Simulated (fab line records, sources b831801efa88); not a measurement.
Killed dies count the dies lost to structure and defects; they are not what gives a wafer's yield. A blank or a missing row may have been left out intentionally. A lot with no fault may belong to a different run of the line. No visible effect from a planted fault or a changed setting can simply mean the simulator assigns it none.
2 desks, one fault + flow sky130 + each desk has only its own numbers; what lay behind them comes last

## AT THE METROLOGY DESK
What the gauges read for every lot (on any tool): the sampled wafers with a number, averaged. A lot is out of limits, marked OUT, if its mean lies more than 4 standard deviations from the usual mean; the brackets give that distance.
Columns: A = VT_ADJUST_LVTN_TW at SKY_VT_ADJUST_LVTN_TW_MEAS_10, usual 243.4; B = POLY_GATE_OVL at SKY_POLY_GATE_OVL_MEAS_14, usual -1 nm
| lot  | first seen here | A     | B   |
|------|-----------------|-------|-----|
| L874 | day 6 21:31     | 242.6 | -2  |
| L875 | day 7 04:32     | 243.7 | -7  |
| L879 | day 8 03:46     | 243.7 | -2  |
| L881 | day 8 17:30     | 244.1 | -1  |
| L886 | day 9 23:02     | 242.9 | -11 |
| L888 | day 10 16:56    | 241.4 | -1  |
| L889 | day 10 22:25    | 241.8 | -11 |
| L890 | day 11 03:52    | 243.5 | 7   |
| L892 | day 11 17:53    | 241.6 | -2  |
| L894 | day 12 14:07    | 244.1 | -6  |
| L896 | day 12 21:13    | 244.5 | -4  |
| L897 | day 13 01:28    | 243.1 | 0   |
This desk's verdict: no lot among the 12 shows anything out of limits.

## FOR THE TOOL OWNER'S DESK: rie si-02
The tool's own readings at SKY_FIELD_ISO_ETCH_17 (etches Si in HBr/Cl2/O2, target depth 342 nm, time 97.7 s): means of the sampled wafers that have a number, for each lot that ran on this tool. A lot is out of limits, marked OUT, if its mean lies more than 4 standard deviations from the usual mean; the brackets give that distance.
Columns: A = O2_flow_sccm at SKY_FIELD_ISO_ETCH_17, usual 5.998 sccm; B = drypump motor current A at SKY_FIELD_ISO_ETCH_17, usual 5.5 A; C = oes product au at SKY_FIELD_ISO_ETCH_17, usual 1.006 a.u.; D = run length s at SKY_FIELD_ISO_ETCH_17, usual 126.0 s; E = throttle valve pct at SKY_FIELD_ISO_ETCH_17, usual 25.653 %
| lot  | first seen here | A     | B   | C     | D              | E      |
|------|-----------------|-------|-----|-------|----------------|--------|
| L879 | day 3 06:13     | 6.016 | 6.1 | 1.015 | 126.4          | 25.644 |
| L881 | day 3 17:49     | 5.991 | 6.3 | 0.999 | 93.2 (-89) OUT | 25.655 |
| L886 | day 4 18:07     | 6.001 | 6.1 | 1.015 | 93.0 (-89) OUT | 25.640 |
| L897 | day 7 04:45     | 6.005 | 6.2 | 1.009 | 126.2          | 25.651 |
This desk's verdict: out of limits on L881, L886, starting with L881 at day 3 17:49 (run length s at SKY_FIELD_ISO_ETCH_17). In limits: L879, L897.

## TAKEN TOGETHER
On L881, L886, at day 3 17:49, an alarm was possible from the tool owner's desk.
The metrology desk saw nothing out of limits.
The metrology desk has L881, L886 on record, within its limits.
On rie si-02, each named lot ran SKY_FIELD_ISO_ETCH_17.

## WHAT WAS PUT IN BY THE SIMULATOR
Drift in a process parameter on rie si-02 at SKY_FIELD_ISO_ETCH_17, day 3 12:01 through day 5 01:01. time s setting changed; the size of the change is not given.
Struck lots among those shown: L881, L886.
Delay in hours, fault start to first out-of-limits reading, by desk: the tool owner's desk at 6.
